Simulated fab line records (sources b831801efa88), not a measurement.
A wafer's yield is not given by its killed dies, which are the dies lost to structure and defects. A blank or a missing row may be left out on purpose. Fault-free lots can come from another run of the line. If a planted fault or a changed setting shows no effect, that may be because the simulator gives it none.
Chamber matching | flow gf180mcu | rieDiel-01 running GF_V4_ETCH_16: 4 sister chambers
The step etches BARC in N2/H2. 24 wafers are shown with their chamber, then 12 later ones without.

== WAFERS WITH THEIR CHAMBER ==
wafer  | chamber | drypumpMotorCurrentA (A) | oesProductAu (a.u.) | throttleValvePct (%)
L077.1 | 1       | 5.7                      | 0.851               | 13.218
L077.2 | 2       | 6.3                      | 0.852               | 13.230
L077.3 | 0       | 5.7                      | 0.852               | 13.234
L078.1 | 3       | 5.8                      | 0.857               | 13.229
L078.3 | 2       | 6.3                      | 0.859               | 13.231
L078.5 | 3       | 5.7                      | 0.851               | 13.242
L080.2 | 1       | 5.7                      | 0.858               | 13.240
L080.4 | 3       | 5.7                      | 0.848               | 13.220
L080.6 | 0       | 5.7                      | 0.862               | 13.225
L082.1 | 0       | 5.7                      | 0.855               | 13.219
L082.4 | 3       | 5.7                      | 0.853               | 13.223
L082.5 | 2       | 6.3                      | 0.854               | 13.219
L084.1 | 1       | 5.7                      | 0.867               | 13.231
L084.3 | 3       | 5.8                      | 0.851               | 13.221
L084.4 | 2       | 6.3                      | 0.850               | 13.219
L086.1 | 1       | 5.7                      | 0.857               | 13.230
L086.3 | 2       | 6.3                      | 0.854               | 13.239
L086.4 | 1       | 5.7                      | 0.849               | 13.241
L089.1 | 3       | 5.7                      | 0.848               | 13.219
L089.2 | 0       | 5.7                      | 0.850               | 13.221
L089.6 | 1       | 5.7                      | 0.862               | 13.227
L090.2 | 0       | 5.7                      | 0.856               | 13.244
L090.4 | 3       | 5.8                      | 0.854               | 13.216
L090.5 | 3       | 5.8                      | 0.850               | 13.217

SIGNATURES (averages over the wafers above)
reading              | chamber 0 | chamber 1 | chamber 2 | chamber 3 | scatter within a chamber
drypumpMotorCurrentA | 5.700     | 5.700     | 6.300     | 5.750     | 0.0316
oesProductAu         | 0.85500   | 0.85733   | 0.85380   | 0.85150   | 0.00458
throttleValvePct     | 13.22860  | 13.23117  | 13.22760  | 13.22338  | 0.00895
Rule: for a wafer and a chamber, the distance is found by dividing, reading by reading, the gap between the wafer's reading and the chamber's mean by the reading's scatter, squaring, summing and taking the root. The wafer belongs to the nearest chamber; if the next one is less than 2 further off, it can't be placed. The scatter: the root of (the sum of the squares of (reading less its chamber's mean) over the shown wafers, divided by (wafers less chambers)).

== WAFERS WITH NO CHAMBER GIVEN ==
wafer  | drypumpMotorCurrentA (A) | oesProductAu (a.u.) | throttleValvePct (%)
L093.1 | 5.7                      | 0.852               | 13.226
L093.3 | 5.8                      | 0.851               | 13.218
L093.4 | 5.8                      | 0.852               | 13.209
L094.1 | 5.8                      | 0.866               | 13.212
L094.2 | 5.7                      | 0.862               | 13.231
L094.3 | 5.7                      | 0.855               | 13.231
L094.4 | 5.7                      | 0.838               | 13.222
L094.5 | 5.7                      | 0.856               | 13.222
L094.6 | 5.7                      | 0.857               | 13.225
L097.2 | 5.7                      | 0.861               | 13.221
L097.3 | 5.8                      | 0.853               | 13.220
L097.4 | 5.7                      | 0.852               | 13.224

== WHICH CHAMBER EACH ONE RAN IN ==
wafer  | from the rows above          | in truth
L093.1 | can't be placed: 0 or 1 or 3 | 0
L093.3 | can't be placed: 3 or 0      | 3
L093.4 | can't be placed: 3 or 0 or 1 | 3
L094.1 | can't be placed: 3 or 1 or 0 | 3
L094.2 | can't be placed: 1 or 0 or 3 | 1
L094.3 | can't be placed: 0 or 1 or 3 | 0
L094.4 | can't be placed: 3 or 0 or 1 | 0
L094.5 | can't be placed: 0 or 1 or 3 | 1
L094.6 | can't be placed: 0 or 1 or 3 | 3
L097.2 | can't be placed: 1 or 0 or 3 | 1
L097.3 | can't be placed: 3 or 0 or 1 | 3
L097.4 | can't be placed: 0 or 1 or 3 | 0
Placed correctly: 0 of 12. Can't be placed from these rows: 12 (the true chamber is among the candidates in 12). 0 placed wrongly.
